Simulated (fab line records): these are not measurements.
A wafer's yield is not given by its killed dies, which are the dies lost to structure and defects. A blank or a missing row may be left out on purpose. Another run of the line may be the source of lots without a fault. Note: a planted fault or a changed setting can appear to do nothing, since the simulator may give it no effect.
Problem report, 8D (eight disciplines) form, completed by code / flow sfq_line / the parts of the form that need people (team, actions taken, sign-off) are left out

## 1. WHAT IS WRONG
run_length_s at SFQ_TRILAYER_I0_VIA_BARC_OPEN_VIA_ETCH_046 reads a mean of 72.4 s on 6 wafers of 2 lots; wafers without a fault read 70.0 s with a standard deviation of 0.45. That puts it +5.3 standard deviations away from the usual mean.
The step: etches BARC in O2, target depth 125 nm, time 41.7 s.
Seen first at day 14 19:59 on rie_diel-02, wafer L897.2. Wafers with a number at this step in the record: 42, from 14 lots. Rule for "out", or "out of limits": more than 4 standard deviations from the usual mean. Any other wafer with a number is counted as sound.

## 2. WHAT IT IS AND WHAT IT IS NOT
question=which readings at this step | is=run_length_s | is not=drypump_motor_current_A
question=which lots | is=L897, L898 | is not=L886, L887, L888, L891, L892, L900, L901, L903, L904, L905, L906, L908
question=which wafers of those lots | is=all that have a number | is not=-
question=read on which tools | is=rie_diel-02 | is not=rie_diel-04
question=when | is=from day 14 19:59 | is not=up to then (15 sound wafers); but 21 sound wafers of L900, L901, L903, L904, L905, L906, L908 came after

## 3. WHAT RULES OUT EACH SUSPECT
Counting: any tool at a process step up to the reading is kept as a suspect provided that every lot that is out went through it and no sound lot did after the first of them.
- rie_diel-02 at SFQ_TRILAYER_I0_VIA_BARC_OPEN_VIA_ETCH_046 (etches BARC in O2, target depth 125 nm, time 41.7 s): ruled out as a lasting fault. Sound lots L905, L906, L908 ran on it after its first lot that is out, L897 (day 14 19:59).
Left after counting: nothing in the record.

## 4. THE CAUSE (what the simulator had put in)
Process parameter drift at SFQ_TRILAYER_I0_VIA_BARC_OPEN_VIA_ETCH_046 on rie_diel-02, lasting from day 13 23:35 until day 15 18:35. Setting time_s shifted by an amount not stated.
Counting ruled it out, wrongly.

## 5. SEQUENCE OF EFFECTS, ordered by route
One row per reading whose mean, taken over the struck wafers that have a number, lies over 3 standard deviations from the usual. Only readings whose record carries a usual standard deviation are examined. hours: median over the lots of the time between each lot's start at the first step of this table that gives one and its start at this step. sigmas: the change, counted in usual standard deviations.
hours=0; step=SFQ_TRILAYER_I0_VIA_BARC_OPEN_VIA_ETCH_046; reading=oes_product_au; usual=0.685 a.u.; on struck wafers=0.670; change=-0.015; sigmas=-3.7
hours=0; step=SFQ_TRILAYER_I0_VIA_BARC_OPEN_VIA_ETCH_046; reading=run_length_s; usual=70.0 s; on struck wafers=72.4; change=+2.4; sigmas=+5.3
Its process steps:
- SFQ_TRILAYER_I0_VIA_BARC_OPEN_VIA_ETCH_046: etches BARC in O2, target depth 125 nm, time 41.7 s.

## 6. HOW IT WOULD HAVE BEEN CAUGHT EARLIER
20 hours passed between the start of the fault at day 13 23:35 and the first reading out of limits in this record, taken at day 14 19:59.
